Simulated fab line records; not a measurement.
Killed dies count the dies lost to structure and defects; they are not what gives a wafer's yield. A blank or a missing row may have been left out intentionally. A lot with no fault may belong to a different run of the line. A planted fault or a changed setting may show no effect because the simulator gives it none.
Which of the tools did it? | flow gf180mcu | 13 lots, 39 wafers sampled, at 3 steps of a route of 602

WHAT THE GAUGES READ, wafer by wafer
GF_V5_RS_MEAS_24: measures by four-point-probe.
lot  | measured     | on            | V5_W_RS (ohm/sq)
L179 | day 28 11:35 | film metro-02 | 0.330 0.320 0.331
L180 | day 28 16:14 | film metro-02 | 0.326 0.323 0.327
L181 | day 29 01:37 | film metro-02 | 0.323 0.325 0.324
L183 | day 29 12:12 | film metro-03 | 0.331 0.333 0.319
L185 | day 30 04:53 | film metro-03 | 0.331 0.327 0.325
L186 | day 30 10:19 | film metro-03 | 0.316 0.323 0.320
L187 | day 31 01:20 | film metro-04 | 0.328 0.328 0.331
L192 | day 31 23:37 | film metro-03 | 0.315 0.330 0.313
L195 | day 32 22:19 | film metro-02 | 0.318 0.319 0.322
L196 | day 32 22:50 | film metro-02 | 0.312 0.310 0.325
L197 | day 33 04:46 | film metro-03 | 0.316 0.331 0.313
L198 | day 33 12:01 | film metro-02 | 0.327 0.330 0.316
L199 | day 34 02:30 | film metro-04 | 0.328 0.328 0.324

EACH LOT AND THE TOOL THAT RAN IT (in order: tool; ch and the chambers of the sampled wafers; start)
lot  | GF_V5_CVD_02                    | GF_V5_ETCH_17
L179 | pecvd-04 ch 0,2, day 27 13:11   | rie diel-03 ch 1,2, day 28 11:35 or earlier
L180 | pecvd-02 ch 0,1, day 27 19:10   | rie diel-03 ch 0,2,3, day 28 16:14 or earlier
L181 | pecvd-02 ch 0,2, day 28 05:09   | rie diel-01 ch 1,2, day 29 01:37 or earlier
L183 | pecvd-02 ch 1,2, day 28 15:20   | rie diel-04 ch 0,1, day 29 12:12 or earlier
L185 | pecvd-01 ch 0,1,2, day 29 08:07 | rie diel-03 ch 1,2, day 30 04:53 or earlier
L186 | pecvd-01 ch 0,1, day 29 13:50   | rie diel-04 ch 1,2,3, day 30 10:19 or earlier
L187 | pecvd-02 ch 0,1,2, day 30 05:35 | rie diel-03 ch 1,3, day 31 01:20 or earlier
L192 | pecvd-01 ch 0,1,2, day 31 05:11 | rie diel-01 ch 0,1,2, day 31 23:37 or earlier
L195 | pecvd-02 ch 0,1,2, day 32 03:29 | rie diel-01 ch 1,2,3, day 32 22:19 or earlier
L196 | pecvd-01 ch 0,1,2, day 32 04:52 | rie diel-04 ch 1,3, day 32 22:50 or earlier
L197 | pecvd-01 ch 1,2, day 32 10:45   | rie diel-01 ch 2,3, day 33 04:46 or earlier
L198 | pecvd-04 ch 0,1,2, day 32 19:28 | rie diel-03 ch 0,1,3, day 33 12:01 or earlier
L199 | pecvd-01 ch 0,2, day 33 09:34   | rie diel-01 ch 2,3, day 34 02:30 or earlier
- GF_V5_CVD_02: deposits SiO2 from TEOS, target thk 1450 nm, time 163.28 s.
- GF_V5_ETCH_17: etches SiO2 in C4F8/O2/Ar, stops on TiN, target depth 855 nm.

WHAT THE TOOLS THEMSELVES READ (means of the sampled wafers that have a number; where no wafer has one, the mark that the record gives instead)
GF_V5_CVD_02.
lot  | tool     | heater power outer w (W) | heater power w (W) | rf fwd power W (W)
L179 | pecvd-04 | 425                      | 665                | 598.2
L180 | pecvd-02 | 370                      | 638                | 596.0
L181 | pecvd-02 | 329                      | 594                | 598.0
L183 | pecvd-02 | 365                      | 605                | 597.7
L185 | pecvd-01 | 383                      | 638                | 595.4
L186 | pecvd-01 | 357                      | 601                | 597.3
L187 | pecvd-02 | 344                      | 574                | 596.6
L192 | pecvd-01 | 360                      | 604                | 594.8
L195 | pecvd-02 | 369                      | 615                | 596.6
L196 | pecvd-01 | 342                      | 594                | 598.6
L197 | pecvd-01 | 310                      | 529                | 599.0
L198 | pecvd-04 | 398                      | 641                | 597.3
L199 | pecvd-01 | 381                      | 642                | 597.3

GF_V5_ETCH_17.
lot  | tool        | oes product au (a.u.) | rf fwd power W (W)
L179 | rie diel-03 | 0.863                 | 1489
L180 | rie diel-03 | 0.864                 | 1488
L181 | rie diel-01 | 0.866                 | 1492
L183 | rie diel-04 | 0.864                 | 1492
L185 | rie diel-03 | 0.862                 | 1490
L186 | rie diel-04 | 0.864                 | 1491
L187 | rie diel-03 | 0.869                 | 1484
L192 | rie diel-01 | 0.865                 | 1495
L195 | rie diel-01 | 0.864                 | 1493
L196 | rie diel-04 | 0.863                 | 1498
L197 | rie diel-01 | 0.872                 | 1491
L198 | rie diel-03 | 0.867                 | 1491
L199 | rie diel-01 | 0.860                 | 1494

THE ANSWER, worked out from the rows above alone
Rule: what is usual is taken from the lots themselves. The widest of any qualifying gaps counts: lots, ordered by their means at a reading, are off when they make up no more than a third of the lots, leave a main group of 4 or more, and stand apart from it by 3 or more times the standard deviation of that group's means. If all means in a main group match to the digits the tables above print for the reading, that group is not used. A lot without any number at a reading at which 4 lots or more have one is off too. Any other lot the step has rows for is counted as sound. After the gauges, taken in route order, come the tools' own readings; for these a lot's mean is taken, as printed above. At the first step where some lot is off, the reading lying furthest off is the one used; lots without a number count as furthest.
None of the lots is off at any reading shown; this tells nothing.

WHAT THE SIMULATOR PUT IN
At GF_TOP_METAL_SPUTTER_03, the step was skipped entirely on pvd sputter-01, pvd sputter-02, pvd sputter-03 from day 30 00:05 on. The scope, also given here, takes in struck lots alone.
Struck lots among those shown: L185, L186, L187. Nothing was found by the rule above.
